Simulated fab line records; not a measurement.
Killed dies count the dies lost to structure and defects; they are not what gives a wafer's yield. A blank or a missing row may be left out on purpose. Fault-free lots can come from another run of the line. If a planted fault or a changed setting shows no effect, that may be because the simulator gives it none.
A struck lot beside a sound one    flow sfq_line    42 steps out of a route of 325
Sound: wafers L458.1, L458.3, L458.4. Struck: wafer L461.2; the same lot's L461.4 was not struck, so it is left out; see the end for the cause.
At each step with rows: each side's tool, then ch and its chambers, then its first start. Under that, the readings that differ: sound wafers    struck wafers    difference of the means    sigmas: that difference in standard deviations of wafers without a fault.
alike: a reading whose means differ by less than 2 such deviations, as well as words and numbers matching on both sides. not compared: withheld readings; readings where some wafer has no value; bounds like >300 that might hide an equal value; numbers whose values overlap and for which the record gives no deviation.
The two part at a step that has a row with sigmas, a row that says differs or no value, or rows on one side only. Numbers that have no deviation but don't overlap get no sigmas and don't part them. A reading that every wafer of one side lacks parts them only if that side has two wafers or more.

first, 6 steps without rows for these wafers: SFQ_TRILAYER_M1_LITHO_COAT_044 (resist thk 62 nm); SFQ_TRILAYER_M1_LITHO_COAT_039 (resist thk 600 nm); SFQ_TRILAYER_M1_LITHO_SOFTBAKE_043; SFQ_TRILAYER_M1_LITHO_EXPOSE_040 (exposes mask M1, target cd 500 nm); SFQ_TRILAYER_M1_LITHO_PEB_042 (peb time 60 s); SFQ_TRILAYER_M1_LITHO_DEVELOP_041 (time 60 s).
SFQ_M1_OVL_MEAS_911:
  sound on overlay-02 at day 26 19:04; struck on overlay-01 at day 27 22:47
  alike: M1_OVL
then, 1 step without rows for these wafers: SFQ_TRILAYER_M1_BARC_OPEN_METAL_ETCH_054 (etches BARC in O2, target depth 125 nm, time 41.7 s).
SFQ_TRILAYER_M1_ETCH_METAL_ETCH_042: etches Nb in Cl2/Ar, stops on SiO2, target depth 240 nm, time 120 s.
  sound on rie_metal-02 ch 0,1, day 26 19:09; struck on rie_metal-03 ch 0, day 27 22:53
reading                      sound        struck  difference  sigmas
drypump_motor_current_A (A)  5.7 5.9 5.6  5.0     -0.7        -2
  alike: oes_product_au
  not compared: rf_hours_counter_h
SFQ_TRILAYER_M1_STRIP_STRIP_043: strips in O2.
  sound on rie_metal-02 ch 0,1, day 26 19:17; struck on rie_metal-03 ch 0, day 27 23:00
reading                      sound           struck  difference  sigmas
drypump_motor_current_A (A)  5.65 5.86 5.66  4.99    -0.73       -2
  alike: oes_product_au, platen_temp_c
  not compared: rf_hours_counter_h
then, 1 step without rows for these wafers: SFQ_TRILAYER_M1_STRIP_SOLV_CLEAN_044 (cleans in NMP, time 600 s).
SFQ_TRILAYER_I1_DEP_PECVD_045: deposits SiO2 from SiH4/N2O, time 111.11 s, target thk 500 nm.
  sound on pecvd-01 ch 0,2, day 26 20:03; struck on pecvd-03 ch 0, day 27 23:47
  alike: heater_power_w, throttle_valve_pct
SFQ_TRILAYER_I1_CMP_CMP_046: polishes SiO2.
  sound on cmp-01 ch 1,2,3, day 26 20:08; struck on cmp-01 ch 2, day 28 00:21
reading                                              sound              struck  difference  sigmas
time_to_endpoint_s (s)                               201 212 216        290     +80         +9
model.SiO2_of_TRILAYER_I1_DEP_PECVD_045.thk_nm (nm)  200.3 199.9 201.6  307.9   +107.3      
  alike: motor_current_A
SFQ_I1_BOW_MEAS_912:
  sound on film_metro-02 at day 26 23:08; struck on film_metro-01 at day 28 04:11
  not compared: I1_BOW
SFQ_TRILAYER_I1_METRO_MEASURE_047:
  sound on film_metro-02 at day 26 23:15; struck on film_metro-01 at day 28 09:40
reading      sound              struck  difference  sigmas
thk_nm (nm)  200.3 200.1 201.5  307.8   +107.2      +89
then, 6 steps without rows for these wafers: SFQ_TRILAYER_I1_VIA_LITHO_COAT_054 (resist thk 62 nm); SFQ_TRILAYER_I1_VIA_LITHO_COAT_049 (resist thk 650 nm); SFQ_TRILAYER_I1_VIA_LITHO_SOFTBAKE_053; SFQ_TRILAYER_I1_VIA_LITHO_EXPOSE_050 (exposes mask I1, target cd 500 nm); SFQ_TRILAYER_I1_VIA_LITHO_PEB_052 (peb time 60 s); SFQ_TRILAYER_I1_VIA_LITHO_DEVELOP_051 (time 60 s).
SFQ_I1_OVL_MEAS_913:
  sound on overlay-02 at day 27 04:31; struck on overlay-01 at day 28 15:44
  alike: I1_OVL
SFQ_TRILAYER_I1_VIA_BARC_OPEN_VIA_ETCH_071: etches BARC in O2, target depth 125 nm, time 41.7 s.
  sound on rie_diel-04 ch 1,2,3, day 27 04:33; struck on rie_diel-02 ch 3, day 28 15:46
  alike: drypump_motor_current_A, oes_product_au
  not compared: rf_hours_counter_h
SFQ_TRILAYER_I1_VIA_ETCH_VIA_ETCH_052: etches SiO2 in CHF3, stops on Nb, target depth 260 nm.
  sound on rie_diel-04 ch 1,2,3, day 27 04:35; struck on rie_diel-02 ch 3, day 28 15:49
reading                         sound              struck  difference  sigmas
oes_product_au (a.u.)           0.857 0.865 0.852  0.982   +0.124      +23
model.I1.feature_depth_nm (nm)  200.3 199.9 201.6  253.9   +53.3       
model.etch.depth_nm (nm)        200.3 199.9 201.6  253.9   +53.3       
  alike: drypump_motor_current_A
SFQ_TRILAYER_I1_VIA_STRIP_STRIP_053: strips in O2.
  sound on rie_metal-01 ch 0,1, day 27 04:42; struck on rie_metal-03 ch 0, day 28 15:55
  alike: drypump_motor_current_A, oes_product_au, platen_temp_c
  not compared: rf_hours_counter_h
then, 1 step without rows for these wafers: SFQ_TRILAYER_I1_VIA_STRIP_SOLV_CLEAN_054 (cleans in NMP, time 600 s).
SFQ_TRILAYER_M2_DEP_PRE_CLEAN_056: time 22.5 s.
  sound on pvd_sputter-04 at day 27 05:28; struck on pvd_sputter-04 at day 28 16:43
reading                                              sound              struck  difference  sigmas
model.SiO2_of_TRILAYER_I1_DEP_PECVD_045.thk_nm (nm)  192.8 192.4 194.1  300.4   +107.3      
then, 1 step without rows for these wafers: SFQ_TRILAYER_M2_DEP_SPUTTER_055 (material Nb, target thk 200 nm, time 133.3 s).
SFQ_M2_RS_MEAS_914: uses a four-point probe to measure.
  sound on film_metro-02 at day 27 05:35; struck on film_metro-01 at day 28 16:51
  alike: M2_NB_RS
then, 6 steps without rows for these wafers: SFQ_TRILAYER_M2_LITHO_COAT_062 (resist thk 62 nm); SFQ_TRILAYER_M2_LITHO_COAT_057 (resist thk 600 nm); SFQ_TRILAYER_M2_LITHO_SOFTBAKE_061; SFQ_TRILAYER_M2_LITHO_EXPOSE_058 (exposes mask M2, target cd 500 nm); SFQ_TRILAYER_M2_LITHO_PEB_060 (peb time 60 s); SFQ_TRILAYER_M2_LITHO_DEVELOP_059 (time 60 s).
-- the record jumps here: 6 days lie between the struck wafers' starts before and after --
SFQ_M2_OVL_MEAS_916:
  sound on overlay-01 at day 33 18:21; struck on overlay-02 at day 34 21:53
  alike: M2_OVL
then, 5 steps without rows for these wafers: SFQ_TRILAYER_M2_BARC_OPEN_METAL_ETCH_077 (etches BARC in O2, target depth 125 nm, time 41.7 s); SFQ_TRILAYER_M2_ETCH_METAL_ETCH_060 (etches Nb in Cl2/Ar, stops on SiO2, target depth 240 nm, time 120 s); SFQ_TRILAYER_M2_STRIP_STRIP_061 (strips in O2); SFQ_TRILAYER_M2_STRIP_SOLV_CLEAN_062 (cleans in NMP, time 600 s); SFQ_TRILAYER_I2_DEP_PECVD_063 (deposits SiO2 from SiH4/N2O, time 111.11 s, target thk 500 nm).
-- the record jumps here: 45 days lie between the struck wafers' starts before and after --
SFQ_M8_BOW_MEAS_951:
  sound on film_metro-01 at day 79 04:14; struck on film_metro-03 at day 79 12:06
reading                  sound              struck  difference  sigmas
model.etest.i1.link_ohm  1.953 1.967 1.986  1e+06   +1e+06      
  alike: M8_BOW

WHERE THEY PART
At SFQ_TRILAYER_M1_ETCH_METAL_ETCH_042 first; at SFQ_TRILAYER_I1_VIA_ETCH_VIA_ETCH_052 last (within this record only). Later steps at which nothing parts them and some readings are alike: SFQ_TRILAYER_I1_VIA_STRIP_STRIP_053, SFQ_M2_RS_MEAS_914, SFQ_M2_OVL_MEAS_916, SFQ_M8_BOW_MEAS_951.

WHY: what the simulator had put in
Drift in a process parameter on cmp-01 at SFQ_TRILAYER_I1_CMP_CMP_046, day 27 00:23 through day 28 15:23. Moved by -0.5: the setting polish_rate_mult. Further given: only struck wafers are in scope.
